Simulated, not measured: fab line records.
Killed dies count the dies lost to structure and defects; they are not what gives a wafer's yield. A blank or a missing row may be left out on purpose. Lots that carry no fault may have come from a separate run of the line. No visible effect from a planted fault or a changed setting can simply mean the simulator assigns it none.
Which of the tools did it?    flow gf180mcu    Sampling: 24 lots, 72 wafers, 6 of 602 route steps

WHAT THE GAUGES READ, wafer by wafer
GF_TOP_METAL_RS_MEAS_05: the measuring method here is four-point-probe.
lot   measured      on             TOP_METAL_ALCU_RS (ohm/sq)
L074  day 27 10:22  film_metro-02  0.0329 0.0329 0.0329
L075  day 27 20:14  film_metro-03  0.0326 0.0324 0.0326
L076  day 28 02:44  film_metro-01  0.0329 0.0323 0.0323
L077  day 28 11:10  film_metro-01  0.0326 0.0325 0.0327
L078  day 28 21:19  film_metro-03  0.0330 0.0325 0.0326
L079  day 29 01:22  film_metro-02  0.0326 0.0324 0.0325
L080  day 29 16:28  film_metro-03  0.0327 0.0328 0.0327
L081  day 29 22:11  film_metro-03  0.0325 0.0329 0.0325
L082  day 29 23:07  film_metro-02  0.0327 0.0327 0.0327
L084  day 30 09:16  film_metro-03  0.0324 0.0328 0.0324
L083  day 30 11:59  film_metro-02  0.0325 0.0325 0.0325
L085  day 31 01:46  film_metro-03  0.0325 0.0326 0.0327
L086  day 31 04:20  film_metro-02  0.0323 0.0323 0.0327
L087  day 31 12:58  film_metro-01  0.0330 0.0331 0.0333
L088  day 31 15:19  film_metro-03  0.0328 0.0328 0.0327
L089  day 31 20:14  film_metro-02  0.0323 0.0328 0.0325
L090  day 31 22:05  film_metro-02  0.0326 0.0327 0.0328
L091  day 32 04:42  film_metro-02  0.0331 0.0331 0.0330
L092  day 32 15:01  film_metro-01  0.0325 0.0330 0.0324
L093  day 32 21:33  film_metro-01  0.0332 0.0331 0.0330
L094  day 33 02:37  film_metro-02  0.0331 0.0329 0.0328
L095  day 33 06:46  film_metro-01  0.0321 0.0326 0.0321
L096  day 33 21:46  film_metro-03  0.0333 0.0334 0.0336
L097  day 33 22:59  film_metro-03  0.0321 0.0321 0.0324

WHICH TOOL RAN EACH LOT (tool, then ch and the chambers of the sampled wafers, then the start)
lot   GF_V1_CVD_02                     GF_V4_CMP_04                   GF_V4_SPUTTER_22              GF_MIM_SPUTTER_04             GF_MIM_SPUTTER_08
L074  pecvd-02 ch 0,1,2, day 17 05:15  cmp-01 ch 0,1, day 23 13:31    pvd_sputter-02, day 24 12:52  pvd_sputter-03, day 24 13:40  pvd_sputter-01, day 24 13:50
L075  pecvd-03 ch 0,1,2, day 17 17:31  cmp-01 ch 1,2, day 24 01:22    pvd_sputter-04, day 25 01:04  pvd_sputter-01, day 25 01:53  pvd_sputter-03, day 25 02:04
L076  pecvd-01 ch 0,1,2, day 17 23:09  cmp-02 ch 0,1,3, day 24 05:47  pvd_sputter-01, day 25 05:20  pvd_sputter-04, day 25 08:13  pvd_sputter-03, day 25 08:23
L077  pecvd-03 ch 0,1, day 18 11:02    cmp-02 ch 0,1, day 24 19:04    pvd_sputter-02, day 25 17:46  pvd_sputter-03, day 25 18:34  pvd_sputter-04, day 25 18:45
L078  pecvd-01 ch 1,2, day 19 02:19    cmp-02 ch 0,1,2, day 25 06:32  pvd_sputter-01, day 26 04:38  pvd_sputter-03, day 26 05:27  pvd_sputter-01, day 26 05:38
L079  pecvd-02 ch 0,2, day 19 03:40    cmp-01 ch 0,1, day 25 08:55    pvd_sputter-01, day 26 07:50  pvd_sputter-04, day 26 08:58  pvd_sputter-03, day 26 09:09
L080  pecvd-01 ch 0,1,2, day 19 23:30  cmp-02 ch 1,2,3, day 26 02:56  pvd_sputter-01, day 27 00:46  pvd_sputter-04, day 27 01:34  pvd_sputter-03, day 27 01:45
L081  pecvd-01 ch 0,1, day 20 06:37    cmp-02 ch 0,2,3, day 26 08:47  pvd_sputter-04, day 27 06:43  pvd_sputter-04, day 27 07:32  pvd_sputter-03, day 27 07:43
L082  pecvd-03 ch 0,1,2, day 20 06:40  cmp-02 ch 1,2,3, day 26 10:20  pvd_sputter-02, day 27 08:11  pvd_sputter-04, day 27 09:00  pvd_sputter-03, day 27 09:12
L084  pecvd-03 ch 0,1,2, day 20 22:26  cmp-02 ch 0,1,2, day 26 21:17  pvd_sputter-04, day 27 18:59  pvd_sputter-01, day 27 19:54  pvd_sputter-03, day 27 20:06
L083  pecvd-01 ch 0,1, day 21 00:46    cmp-01 ch 1,3, day 27 01:24    pvd_sputter-04, day 27 21:51  pvd_sputter-01, day 27 22:46  pvd_sputter-03, day 27 22:57
L085  pecvd-02 ch 0,1,2, day 21 17:52  cmp-02 ch 0,1,2, day 27 15:25  pvd_sputter-01, day 28 12:44  pvd_sputter-04, day 28 13:33  pvd_sputter-01, day 28 13:45
L086  pecvd-01 ch 0,1,2, day 21 21:51  cmp-02 ch 0,1,3, day 27 18:35  pvd_sputter-02, day 28 15:21  pvd_sputter-04, day 28 16:11  pvd_sputter-01, day 28 16:20
L087  pecvd-02 ch 1,2, day 22 07:15    cmp-01 ch 2,3, day 28 03:59    pvd_sputter-01, day 29 00:51  pvd_sputter-03, day 29 01:40  pvd_sputter-04, day 29 01:50
L088  pecvd-03 ch 0,1,2, day 22 11:13  cmp-02 ch 1,2,3, day 28 06:55  pvd_sputter-01, day 29 03:00  pvd_sputter-03, day 29 03:49  pvd_sputter-04, day 29 04:00
L089  pecvd-03 ch 0,2, day 22 18:26    cmp-01 ch 0,1, day 28 11:35    pvd_sputter-01, day 29 08:04  pvd_sputter-03, day 29 08:52  pvd_sputter-04, day 29 09:04
L090  pecvd-01 ch 0,2, day 22 23:10    cmp-01 ch 0,3, day 28 14:50    pvd_sputter-04, day 29 11:32  pvd_sputter-01, day 29 12:21  pvd_sputter-03, day 29 12:32
L091  pecvd-02 ch 0,1,2, day 23 06:58  cmp-01 ch 0,2,3, day 28 22:44  pvd_sputter-02, day 29 18:52  pvd_sputter-01, day 29 19:40  pvd_sputter-04, day 29 19:52
L092  pecvd-03 ch 0,2, day 23 18:43    cmp-02 ch 0,1,3, day 29 09:31  pvd_sputter-01, day 30 05:23  pvd_sputter-03, day 30 06:12  pvd_sputter-01, day 30 06:24
L093  pecvd-01 ch 0,1, day 24 04:48    cmp-02 ch 0,1,3, day 29 17:32  pvd_sputter-01, day 30 13:12  pvd_sputter-04, day 30 14:02  pvd_sputter-03, day 30 14:13
L094  pecvd-01 ch 0,1, day 24 10:37    cmp-01 ch 0,1,3, day 29 23:04  pvd_sputter-01, day 30 19:06  pvd_sputter-04, day 30 19:57  pvd_sputter-01, day 30 20:09
L095  pecvd-03 ch 0,2, day 24 16:49    cmp-01 ch 0,1, day 30 03:32    pvd_sputter-04, day 30 23:04  pvd_sputter-04, day 31 00:02  pvd_sputter-03, day 31 00:13
L096  pecvd-01 ch 0,1, day 25 11:49    cmp-01 ch 1,3, day 30 20:34    pvd_sputter-04, day 31 16:01  pvd_sputter-03, day 31 16:50  pvd_sputter-04, day 31 17:01
L097  pecvd-03 ch 0,1, day 25 14:19    cmp-02 ch 0,1,2, day 30 22:29  pvd_sputter-02, day 31 17:01  pvd_sputter-01, day 31 17:53  pvd_sputter-03, day 31 18:14
- GF_V1_CVD_02: deposits SiO2 from TEOS, target thk 850 nm, time 94.851 s.
- GF_V4_CMP_04: polishes SiO2.
- GF_V4_SPUTTER_22: material TiN, target thk 10 nm, time 40 s.
- GF_MIM_SPUTTER_04: material TiN, target thk 50 nm, time 41.7 s.
- GF_MIM_SPUTTER_08: material AlCu, target thk 200 nm, time 10.6 s.

AS READ BY THE TOOLS THEMSELVES (means over the sampled wafers that have a number; for cases with no such wafer, the mark the record gives instead)
GF_V1_CVD_02.
lot   tool      heater_power_w (W)
L074  pecvd-02  607
L075  pecvd-03  716
L076  pecvd-01  632
L077  pecvd-03  728
L078  pecvd-01  740
L079  pecvd-02  562
L080  pecvd-01  575
L081  pecvd-01  571
L082  pecvd-03  740
L084  pecvd-03  702
L083  pecvd-01  574
L085  pecvd-02  605
L086  pecvd-01  668
L087  pecvd-02  629
L088  pecvd-03  732
L089  pecvd-03  666
L090  pecvd-01  679
L091  pecvd-02  612
L092  pecvd-03  683
L093  pecvd-01  541
L094  pecvd-01  589
L095  pecvd-03  659
L096  pecvd-01  585
L097  pecvd-03  791

GF_V4_CMP_04.
lot   tool    motor_current_A (A)  time_to_endpoint_s (s)
L074  cmp-01  13.1                 83
L075  cmp-01  12.7                 86
L076  cmp-02  11.1                 82
L077  cmp-02  10.4                 76
L078  cmp-02  10.9                 81
L079  cmp-01  12.9                 88
L080  cmp-02  11.3                 80
L081  cmp-02  11.6                 79
L082  cmp-02  11.5                 76
L084  cmp-02  10.8                 75
L083  cmp-01  12.5                 82
L085  cmp-02  11.1                 83
L086  cmp-02  11.3                 78
L087  cmp-01  12.2                 78
L088  cmp-02  11.4                 81
L089  cmp-01  12.7                 92
L090  cmp-01  12.6                 87
L091  cmp-01  12.6                 89
L092  cmp-02  11.3                 82
L093  cmp-02  11.3                 84
L094  cmp-01  13.1                 85
L095  cmp-01  12.7                 96
L096  cmp-01  12.5                 80
L097  cmp-02  10.5                 79

GF_V4_SPUTTER_22.
lot   tool            throttle_valve_pct (%)
L074  pvd_sputter-02  29.6
L075  pvd_sputter-04  32.2
L076  pvd_sputter-01  30.3
L077  pvd_sputter-02  31.7
L078  pvd_sputter-01  30.2
L079  pvd_sputter-01  30.3
L080  pvd_sputter-01  30.1
L081  pvd_sputter-04  30.7
L082  pvd_sputter-02  30.6
L084  pvd_sputter-04  29.9
L083  pvd_sputter-04  29.8
L085  pvd_sputter-01  30.4
L086  pvd_sputter-02  30.7
L087  pvd_sputter-01  30.1
L088  pvd_sputter-01  30.3
L089  pvd_sputter-01  30.3
L090  pvd_sputter-04  31.5
L091  pvd_sputter-02  29.8
L092  pvd_sputter-01  30.4
L093  pvd_sputter-01  30.5
L094  pvd_sputter-01  30.3
L095  pvd_sputter-04  30.7
L096  pvd_sputter-04  31.5
L097  pvd_sputter-02  30.5

GF_MIM_SPUTTER_04.
lot   tool            throttle_valve_pct (%)
L074  pvd_sputter-03  30.1
L075  pvd_sputter-01  30.3
L076  pvd_sputter-04  30.7
L077  pvd_sputter-03  29.9
L078  pvd_sputter-03  30.2
L079  pvd_sputter-04  32.3
L080  pvd_sputter-04  30.8
L081  pvd_sputter-04  31.2
L082  pvd_sputter-04  29.9
L084  pvd_sputter-01  30.1
L083  pvd_sputter-01  30.2
L085  pvd_sputter-04  28.3
L086  pvd_sputter-04  29.8
L087  pvd_sputter-03  29.5
L088  pvd_sputter-03  29.9
L089  pvd_sputter-03  30.0
L090  pvd_sputter-01  30.1
L091  pvd_sputter-01  30.5
L092  pvd_sputter-03  30.0
L093  pvd_sputter-04  28.9
L094  pvd_sputter-04  29.9
L095  pvd_sputter-04  31.4
L096  pvd_sputter-03  30.0
L097  pvd_sputter-01  30.4

GF_MIM_SPUTTER_08.
lot   tool            throttle_valve_pct (%)
L074  pvd_sputter-01  30.6
L075  pvd_sputter-03  30.2
L076  pvd_sputter-03  29.6
L077  pvd_sputter-04  30.8
L078  pvd_sputter-01  30.3
L079  pvd_sputter-03  29.7
L080  pvd_sputter-03  30.3
L081  pvd_sputter-03  29.9
L082  pvd_sputter-03  30.1
L084  pvd_sputter-03  30.3
L083  pvd_sputter-03  30.1
L085  pvd_sputter-01  30.2
L086  pvd_sputter-01  30.4
L087  pvd_sputter-04  30.8
L088  pvd_sputter-04  30.8
L089  pvd_sputter-04  32.3
L090  pvd_sputter-03  30.5
L091  pvd_sputter-04  31.2
L092  pvd_sputter-01  30.4
L093  pvd_sputter-03  30.1
L094  pvd_sputter-01  30.7
L095  pvd_sputter-03  30.3
L096  pvd_sputter-04  29.8
L097  pvd_sputter-03  30.1

THE ANSWER, worked out from the rows above alone
Rule: the usual values come from the lots themselves. Put in order of their means at a reading, lots are off if they are a third of the lots or fewer, leave a main group of 4 or more, and stand apart from it by a gap of 3 or more times the standard deviation of the main group's means; of several such gaps the widest counts. A main group whose means are all the same, to the digits that the tables above print for the reading, isn't used. A lot without any number at a reading at which 4 lots or more have one is off too. All remaining lots with rows at the step are treated as sound. The gauges are gone through in route order, then the tools' own readings, and for those a lot's mean is taken as printed above. At the first step where some lot is off, the reading lying furthest off is the one used; lots without a number count as furthest.
Across all readings shown, no lot is off: no conclusion can be drawn from this.

WHAT HAD BEEN PUT IN BY THE SIMULATOR
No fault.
